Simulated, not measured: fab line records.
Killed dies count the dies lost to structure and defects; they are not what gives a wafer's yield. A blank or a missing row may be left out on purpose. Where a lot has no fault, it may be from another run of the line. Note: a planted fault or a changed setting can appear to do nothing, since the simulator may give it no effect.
Which tool did it? || flow gf180mcu || 12 lots with 36 wafers sampled at 4 steps, on a route of 602 steps

## WHAT THE GAUGES READ, wafer by wafer
GF_LVPWELL_TW_MEAS_11. Usual: LVPWELL_TW 557, standard deviation 3.4.
{"lot": "L795", "measured": "day 3 20:38", "on": "filmMetro-03", "LVPWELL_TW": "559 558 557", "flag": ""}
{"lot": "L796", "measured": "day 4 11:48", "on": "filmMetro-02", "LVPWELL_TW": "560 565 563", "flag": ""}
{"lot": "L797", "measured": "day 4 16:53", "on": "filmMetro-03", "LVPWELL_TW": "556 558 554", "flag": ""}
{"lot": "L800", "measured": "day 5 04:08", "on": "filmMetro-02", "LVPWELL_TW": "560 559 559", "flag": ""}
{"lot": "L802", "measured": "day 5 16:52", "on": "filmMetro-03", "LVPWELL_TW": "557 557 557", "flag": ""}
{"lot": "L803", "measured": "day 6 02:00", "on": "filmMetro-01", "LVPWELL_TW": "589 587 586", "flag": "OFF"}
{"lot": "L804", "measured": "day 6 01:47", "on": "filmMetro-03", "LVPWELL_TW": "557 559 554", "flag": ""}
{"lot": "L805", "measured": "day 6 05:01", "on": "filmMetro-02", "LVPWELL_TW": "562 561 562", "flag": ""}
{"lot": "L806", "measured": "day 6 10:38", "on": "filmMetro-02", "LVPWELL_TW": "560 561 566", "flag": ""}
{"lot": "L807", "measured": "day 6 17:56", "on": "filmMetro-03", "LVPWELL_TW": "559 559 559", "flag": ""}
{"lot": "L810", "measured": "day 7 11:28", "on": "filmMetro-02", "LVPWELL_TW": "594 592 594", "flag": "OFF"}
{"lot": "L818", "measured": "day 9 04:47", "on": "filmMetro-01", "LVPWELL_TW": "556 558 558", "flag": ""}

GF_VT_IMPLANT_RS_MEAS_48: measurement is done with a four-point probe. Usual: LVPWELL_RS 1197 ohm/sq, standard deviation 3.
{"lot": "L795", "measured": "day 7 10:35", "on": "filmMetro-02", "LVPWELL_RS (ohm/sq)": "1199 1201 1201", "flag": ""}
{"lot": "L796", "measured": "day 8 05:53", "on": "filmMetro-01", "LVPWELL_RS (ohm/sq)": "1194 1196 1198", "flag": ""}
{"lot": "L797", "measured": "day 8 13:10", "on": "filmMetro-03", "LVPWELL_RS (ohm/sq)": "1200 1197 1200", "flag": ""}
{"lot": "L800", "measured": "day 8 23:49", "on": "filmMetro-02", "LVPWELL_RS (ohm/sq)": "1192 1195 1195", "flag": ""}
{"lot": "L802", "measured": "day 9 16:26", "on": "filmMetro-01", "LVPWELL_RS (ohm/sq)": "1195 1192 1197", "flag": ""}
{"lot": "L803", "measured": "day 10 02:38", "on": "filmMetro-02", "LVPWELL_RS (ohm/sq)": "1032 1031 1029", "flag": "OFF"}
{"lot": "L804", "measured": "day 10 04:50", "on": "filmMetro-01", "LVPWELL_RS (ohm/sq)": "1195 1195 1197", "flag": ""}
{"lot": "L805", "measured": "day 10 09:39", "on": "filmMetro-02", "LVPWELL_RS (ohm/sq)": "1194 1200 1194", "flag": ""}
{"lot": "L806", "measured": "day 10 14:53", "on": "filmMetro-03", "LVPWELL_RS (ohm/sq)": "1194 1193 1192", "flag": ""}
{"lot": "L807", "measured": "day 10 22:25", "on": "filmMetro-01", "LVPWELL_RS (ohm/sq)": "1194 1193 1193", "flag": ""}
{"lot": "L810", "measured": "day 11 21:51", "on": "filmMetro-02", "LVPWELL_RS (ohm/sq)": "1034 1034 1032", "flag": "OFF"}
{"lot": "L818", "measured": "day 13 23:00", "on": "filmMetro-02", "LVPWELL_RS (ohm/sq)": "1198 1200 1198", "flag": ""}

## WHICH TOOL RAN EACH LOT (tool, then ch and the chambers of the sampled wafers, then the start)
{"lot": "L795", "GF_STI_ETCH_14": "rieSi-01 ch 0,3, day 2 02:34", "GF_LVPWELL_IMPLANT_09": "implanter-04 ch 0, day 3 20:26"}
{"lot": "L796", "GF_STI_ETCH_14": "rieSi-01 ch 1,2,3, day 2 07:18", "GF_LVPWELL_IMPLANT_09": "implanter-04 ch 0, day 4 11:33"}
{"lot": "L797", "GF_STI_ETCH_14": "rieSi-02 ch 1,2,3, day 2 11:26", "GF_LVPWELL_IMPLANT_09": "implanter-02 ch 0, day 4 16:38"}
{"lot": "L800", "GF_STI_ETCH_14": "rieSi-02 ch 0,3, day 3 06:46", "GF_LVPWELL_IMPLANT_09": "implanter-02 ch 0, day 5 03:53"}
{"lot": "L802", "GF_STI_ETCH_14": "rieSi-01 ch 1,2,3, day 3 17:20", "GF_LVPWELL_IMPLANT_09": "implanter-02 ch 0, day 5 16:39"}
{"lot": "L803", "GF_STI_ETCH_14": "rieSi-02 ch 0,1, day 3 20:10", "GF_LVPWELL_IMPLANT_09": "implanter-02 ch 0, day 6 01:04"}
{"lot": "L804", "GF_STI_ETCH_14": "rieSi-02 ch 1,2,3, day 3 23:27", "GF_LVPWELL_IMPLANT_09": "implanter-02 ch 0, day 6 01:32"}
{"lot": "L805", "GF_STI_ETCH_14": "rieSi-02 ch 1,2, day 4 04:25", "GF_LVPWELL_IMPLANT_09": "implanter-02 ch 0, day 6 04:49"}
{"lot": "L806", "GF_STI_ETCH_14": "rieSi-01 ch 0,3, day 4 10:34", "GF_LVPWELL_IMPLANT_09": "implanter-01 ch 0, day 6 10:23"}
{"lot": "L807", "GF_STI_ETCH_14": "rieSi-01 ch 0,1,2, day 4 17:21", "GF_LVPWELL_IMPLANT_09": "implanter-02 ch 0, day 6 17:41"}
{"lot": "L810", "GF_STI_ETCH_14": "rieSi-02 ch 1,2,3, day 5 07:39", "GF_LVPWELL_IMPLANT_09": "implanter-04 ch 0, day 7 10:56"}
{"lot": "L818", "GF_STI_ETCH_14": "rieSi-02 ch 0,1,2, day 6 23:11", "GF_LVPWELL_IMPLANT_09": "implanter-04 ch 0, day 9 04:34"}
- GF_STI_ETCH_14: etches Si in HBr/Cl2/O2, target depth 360 nm, time 102.9 s.
- GF_LVPWELL_IMPLANT_09

## WHAT THE TOOLS THEMSELVES READ (means of the sampled wafers that have a number; where no wafer has one, the mark that the record gives instead)
GF_STI_ETCH_14. Usual: HBr_flow_sccm 150.0 sccm, standard deviation 0.45; drypumpMotorCurrentA 6.0 A, standard deviation 0.51; oesProductAu 1.008 a.u., standard deviation 0.011; throttleValvePct 25.651 %, standard deviation 0.011.
{"lot": "L795", "tool": "rieSi-01", "HBr_flow_sccm (sccm)": 150.0, "drypumpMotorCurrentA (A)": 5.8, "oesProductAu (a.u.)": 1.004, "throttleValvePct (%)": 25.660, "flag": ""}
{"lot": "L796", "tool": "rieSi-01", "HBr_flow_sccm (sccm)": 149.6, "drypumpMotorCurrentA (A)": 5.6, "oesProductAu (a.u.)": 1.006, "throttleValvePct (%)": 25.652, "flag": ""}
{"lot": "L797", "tool": "rieSi-02", "HBr_flow_sccm (sccm)": 150.0, "drypumpMotorCurrentA (A)": 6.3, "oesProductAu (a.u.)": 1.020, "throttleValvePct (%)": 25.642, "flag": ""}
{"lot": "L800", "tool": "rieSi-02", "HBr_flow_sccm (sccm)": 150.1, "drypumpMotorCurrentA (A)": 6.0, "oesProductAu (a.u.)": 1.019, "throttleValvePct (%)": 25.648, "flag": ""}
{"lot": "L802", "tool": "rieSi-01", "HBr_flow_sccm (sccm)": 150.0, "drypumpMotorCurrentA (A)": 5.6, "oesProductAu (a.u.)": 0.997, "throttleValvePct (%)": 25.671, "flag": ""}
{"lot": "L803", "tool": "rieSi-02", "HBr_flow_sccm (sccm)": 150.0, "drypumpMotorCurrentA (A)": 5.5, "oesProductAu (a.u.)": 1.011, "throttleValvePct (%)": 25.640, "flag": ""}
{"lot": "L804", "tool": "rieSi-02", "HBr_flow_sccm (sccm)": 150.2, "drypumpMotorCurrentA (A)": 6.2, "oesProductAu (a.u.)": 1.016, "throttleValvePct (%)": 25.653, "flag": ""}
{"lot": "L805", "tool": "rieSi-02", "HBr_flow_sccm (sccm)": 149.8, "drypumpMotorCurrentA (A)": 6.1, "oesProductAu (a.u.)": 1.011, "throttleValvePct (%)": 25.640, "flag": ""}
{"lot": "L806", "tool": "rieSi-01", "HBr_flow_sccm (sccm)": 149.8, "drypumpMotorCurrentA (A)": 5.8, "oesProductAu (a.u.)": 0.993, "throttleValvePct (%)": 25.662, "flag": ""}
{"lot": "L807", "tool": "rieSi-01", "HBr_flow_sccm (sccm)": 149.8, "drypumpMotorCurrentA (A)": 6.1, "oesProductAu (a.u.)": 1.001, "throttleValvePct (%)": 25.655, "flag": ""}
{"lot": "L810", "tool": "rieSi-02", "HBr_flow_sccm (sccm)": 150.4, "drypumpMotorCurrentA (A)": 6.3, "oesProductAu (a.u.)": 1.029, "throttleValvePct (%)": 25.641, "flag": ""}
{"lot": "L818", "tool": "rieSi-02", "HBr_flow_sccm (sccm)": 149.7, "drypumpMotorCurrentA (A)": 5.9, "oesProductAu (a.u.)": 1.016, "throttleValvePct (%)": 25.659, "flag": ""}

## THE ANSWER, worked out from the rows above alone
Rule: a lot is off if the mean of its wafers that have a number lies more than 3 standard deviations from the usual mean. Also off: a lot with no number at a reading for which 4 or more lots have one. The other lots that the step has rows for count as sound. First the gauges in route order, then the tools' own readings, where a lot's mean is used as printed above. The first step at which some lot is off is used, and at that step the reading that is off furthest; a lot without a number counts as furthest.
Off: at GF_LVPWELL_TW_MEAS_11 (LVPWELL_TW), L803, L810.
If a tool, at a process step before that reading, ran all the lots that are off and no sound lot after the first of them, it fits. Those tools and the gauges at GF_LVPWELL_TW_MEAS_11 are tried in the same way. None of those tried fits.

## WHAT THE SIMULATOR PUT IN
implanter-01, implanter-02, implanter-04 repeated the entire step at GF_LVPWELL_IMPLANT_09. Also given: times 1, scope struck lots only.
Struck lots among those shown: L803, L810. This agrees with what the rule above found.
